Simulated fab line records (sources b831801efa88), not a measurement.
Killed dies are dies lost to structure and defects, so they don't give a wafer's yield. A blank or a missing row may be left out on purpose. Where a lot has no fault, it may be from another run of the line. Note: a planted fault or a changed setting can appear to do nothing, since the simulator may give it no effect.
2 desks, one fault    flow gf180mcu    only its own numbers are on each desk; what lay behind them is given at the end

AT THE TOOL OWNER'S DESK: litho-track-04
At GF_VT_IMPLANT_SOFTBAKE_03 (time 60 s), the tool's own readings, given per lot that ran on this tool as the mean of the sampled wafers with a number. A lot is out of limits, marked OUT, if its mean lies more than 4 standard deviations from the usual mean; the brackets give that distance.
Columns: A = heater-power-total-W at GF_VT_IMPLANT_SOFTBAKE_03, usual 56.60 W; B = run-length-s at GF_VT_IMPLANT_SOFTBAKE_03, usual 88.91 s
lot   first seen here  A                B
L876  day 6 05:05      56.58            88.76
L884  day 8 00:01      56.63            88.85
L885  day 8 06:43      56.59            88.83
L893  day 10 08:05     58.34 (+37) OUT  84.01 (-19) OUT
L894  day 10 14:20     58.37 (+38) OUT  83.80 (-20) OUT
Finding of this desk: L893, L894 out of limits; the first was L893 at day 10 08:05, on heater-power-total-W at GF_VT_IMPLANT_SOFTBAKE_03. L876, L884, L885 stayed within limits.

FROM THE METROLOGY DESK
What the gauges read for every lot (on any tool): the sampled wafers with a number, averaged. A lot is out of limits, marked OUT, if its mean lies more than 4 standard deviations from the usual mean; the brackets give that distance.
Columns: A = cd-nm at GF_M1_CD_MEAS_14, usual 230.5 nm
lot   first seen here  A
L874  day 16 17:07     230.6
L875  day 17 04:40     231.8
L876  day 18 15:52     230.8
L877  day 18 22:25     230.6
L879  day 18 23:38     227.9
L880  day 19 08:31     228.4
L884  day 21 05:31     230.1
L885  day 21 11:50     228.9
L886  day 21 13:19     231.3
L892  day 23 16:36     228.6
L893  day 24 00:43     231.0
L894  day 24 10:19     231.5
L895  day 24 14:21     232.1
L896  day 24 21:35     230.0
This desk's verdict: no lot among the 14 shows anything out of limits.

BROUGHT TOGETHER
At day 10 08:05, on L893, L894, the tool owner's desk was in a position to raise an alarm.
At the metrology desk, nothing out of limits was observed.
The metrology desk holds a record of L893, L894, inside its limits.
The lots listed all ran GF_VT_IMPLANT_SOFTBAKE_03 on litho-track-04.

WHAT THE SIMULATOR HAD INSERTED
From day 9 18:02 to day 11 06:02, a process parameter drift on litho-track-04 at GF_VT_IMPLANT_SOFTBAKE_03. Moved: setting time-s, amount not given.
Lots struck among those shown: L893, L894.
How many hours passed from the start of the fault until each desk's first out-of-limits reading: the tool owner's desk, 14.
